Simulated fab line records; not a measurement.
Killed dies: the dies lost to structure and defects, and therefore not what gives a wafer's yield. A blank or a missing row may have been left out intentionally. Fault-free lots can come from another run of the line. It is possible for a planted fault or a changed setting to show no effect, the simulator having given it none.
Which tool did it?    flow gf180mcu    42 wafers from 14 lots sampled at 2 of the route's 602 steps

## WHAT THE GAUGES READ, wafer by wafer
GF_M2_CD_MEAS_14: target cd 280 nm. Usual: cd nm at 279.9 nm, with a standard deviation of 1.1.
lot   measured      on         cd nm (nm)         flag
L247  day 20 04:55  cd sem-02  280.4 280.1 280.1  
L249  day 20 16:22  cd sem-01  280.8 281.6 281.8  
L251  day 21 06:37  cd sem-02  280.0 278.9 280.4  
L252  day 21 13:28  cd sem-02  281.2 280.6 281.5  
L253  day 22 01:46  cd sem-02  278.7 278.2 278.3  
L257  day 23 10:40  cd sem-01  280.4 280.9 280.5  
L261  day 24 19:46  cd sem-02  279.8 278.3 280.0  
L262  day 24 22:08  cd sem-02  281.4 281.0 282.1  
L263  day 25 11:46  cd sem-02  279.5 278.9 279.0  
L264  day 26 02:44  cd sem-01  280.0 279.0 279.1  
L265  day 26 07:09  cd sem-02  279.9 281.1 281.9  
L266  day 26 11:53  cd sem-02  281.5 280.9 281.5  
L268  day 26 19:43  cd sem-02  278.5 279.1 278.4  
L269  day 26 23:58  cd sem-01  280.3 280.7 279.7  

## EACH LOT AND THE TOOL THAT RAN IT (in order: tool; ch and the chambers of the sampled wafers; start)
lot   GF_M2_SPUTTER_03
L247  pvd sputter-03, day 19 04:51
L249  pvd sputter-03, day 19 15:50
L251  pvd sputter-02, day 20 06:16
L252  pvd sputter-02, day 20 13:14
L253  pvd sputter-02, day 21 02:02
L257  pvd sputter-01, day 22 11:28
L261  pvd sputter-02, day 23 21:31
L262  pvd sputter-01, day 24 00:19
L263  pvd sputter-01, day 24 14:46
L264  pvd sputter-03, day 25 05:08
L265  pvd sputter-02, day 25 10:30
L266  pvd sputter-03, day 25 15:15
L268  pvd sputter-01, day 25 23:14
L269  pvd sputter-02, day 26 03:23
- GF_M2_SPUTTER_03: material Ti, target thk 10 nm, time 6.7 s.

## AS READ BY THE TOOLS THEMSELVES (means over the sampled wafers that have a number; for cases with no such wafer, the mark the record gives instead)
GF_M2_SPUTTER_03. Usual: throttle valve pct at 30.1 %, with a standard deviation of 0.83.
lot   tool            throttle valve pct (%)  flag
L247  pvd sputter-03  29.5                    
L249  pvd sputter-03  30.3                    
L251  pvd sputter-02  29.7                    
L252  pvd sputter-02  30.3                    
L253  pvd sputter-02  30.9                    
L257  pvd sputter-01  30.4                    
L261  pvd sputter-02  30.3                    
L262  pvd sputter-01  30.1                    
L263  pvd sputter-01  30.2                    
L264  pvd sputter-03  30.4                    
L265  pvd sputter-02  30.7                    
L266  pvd sputter-03  29.4                    
L268  pvd sputter-01  30.5                    
L269  pvd sputter-02  30.8                    

## THE ANSWER, worked out from the rows above alone
Rule: a lot is off if the mean of its wafers that have a number lies more than 3 standard deviations from the usual mean. Also off: a lot with no number at a reading for which 4 or more lots have one. Any other lot the step has rows for is counted as sound. After the gauges, taken in route order, come the tools' own readings; for these a lot's mean is taken, as printed above. The first step at which some lot is off is used, and at that step the reading that is off furthest; a lot without a number counts as furthest.
Nothing can be told from this: no lot is off at any reading shown.

## WHAT WAS PUT IN BY THE SIMULATOR
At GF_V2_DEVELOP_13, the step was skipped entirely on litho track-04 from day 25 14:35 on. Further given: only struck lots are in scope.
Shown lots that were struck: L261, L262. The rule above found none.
